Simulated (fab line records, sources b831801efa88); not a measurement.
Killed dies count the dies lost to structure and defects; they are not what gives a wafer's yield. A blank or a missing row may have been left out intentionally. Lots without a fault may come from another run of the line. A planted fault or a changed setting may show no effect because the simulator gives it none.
8D (eight disciplines) problem report, filled in by code | flow gf180mcu | the parts of the form that need people (team, actions taken, sign-off) are left out

1. THE ISSUE
Mean of cathodeDcPowerW at GF_M3_SPUTTER_04: 6019.3 W across 2 wafers in 2 lots; on wafers with no fault it is 6500.1 W (standard deviation 1.2). That is -99 or more standard deviations from the usual mean.
The step: material TiN, target thk 50 nm, time 41.7 s.
The first sign was on wafer L359.4 at day 26 04:20, on pvdSputter-04. The record has a number at this step for 18 wafers belonging to 6 lots. Rule for "out" (also "out of limits"): further than 4 standard deviations from the usual mean. The other wafers with a number count as sound.

2. WHAT IT IS AND WHAT IT IS NOT
question                    | is                | is not
which readings at this step | cathodeDcPowerW   | throttleValvePct
which lots                  | L359, L361        | L349, L353, L365, L366
which wafers of those lots  | L359.4, L361.4    | L359.2, L359.6, L361.2, L361.6
read on which tools         | pvdSputter-04     | pvdSputter-01, pvdSputter-03
when                        | from day 26 04:20 | up to then (8 sound wafers); but 8 sound wafers of L361, L365, L366 came after

3. THE SUSPECTS, EACH WITH WHAT RULES IT OUT
Counting: a tool at a process step up to the reading stays a suspect if it ran every lot that is out. Sound lots after the first of them don't rule it out here, since some wafers of a struck lot are sound.
- pvdSputter-04 at GF_M3_SPUTTER_01 (material TiN, target thk 30 nm, time 25 s): kept. It processed each lot that is out (first: L359, day 26 04:16); up to then, its last sound lot is L353 (day 24 09:08).
- pvdSputter-04 at GF_M3_SPUTTER_03 (material Ti, target thk 10 nm, time 6.7 s): kept. It processed each lot that is out (first: L359, day 26 04:19); up to then, its last sound lot is L353 (day 24 09:11).
- pvdSputter-04 at GF_M3_SPUTTER_04 (material TiN, target thk 50 nm, time 41.7 s): kept. It processed each lot that is out (first: L359, day 26 04:20); up to then, its last sound lot is L353 (day 24 09:13). Out on those wafers are its own readings of cathodeDcPowerW.
pvdSputter-04 at GF_M3_SPUTTER_01, pvdSputter-04 at GF_M3_SPUTTER_03 and pvdSputter-04 at GF_M3_SPUTTER_04 are what is left after counting.

4. THE CAUSE (what the simulator had put in)
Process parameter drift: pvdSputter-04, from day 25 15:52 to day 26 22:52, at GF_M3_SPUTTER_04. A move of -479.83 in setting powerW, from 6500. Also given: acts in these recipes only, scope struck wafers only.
After counting, 3 suspects remain, this tool included.

5. THE CHAIN OF EFFECTS, in route order
One row per reading whose mean, taken over the struck wafers that have a number, lies over 3 standard deviations from the usual. Only readings for which the record gives a usual standard deviation are gone through. hours: the time from each lot's start at the first step in this table that gives one to its start at this step, as a median over the lots. sigmas: the change in usual standard deviations.
hours | step             | reading         | usual    | on struck wafers | change | sigmas
0     | GF_M3_SPUTTER_04 | cathodeDcPowerW | 6500.1 W | 6019.3           | -480.8 | -99 or more
The process steps in it:
- GF_M3_SPUTTER_04: material TiN, target thk 50 nm, time 41.7 s.
Later steps that measure or inspect, where all struck wafers having a row at the step show a number for every such reading and not one has moved that far: GF_M3_RS_MEAS_05, GF_M3_THK_MEAS_06, GF_M3_CD_MEAS_14, GF_M3_OVL_MEAS_15, GF_V3_THK_MEAS_01, GF_V3_THK_MEAS_03, GF_V3_BOW_MEAS_05.

6. WHAT WOULD HAVE CAUGHT IT SOONER
First out-of-limits reading in this record: day 26 04:20, which is 12 hours after fault onset at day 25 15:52.
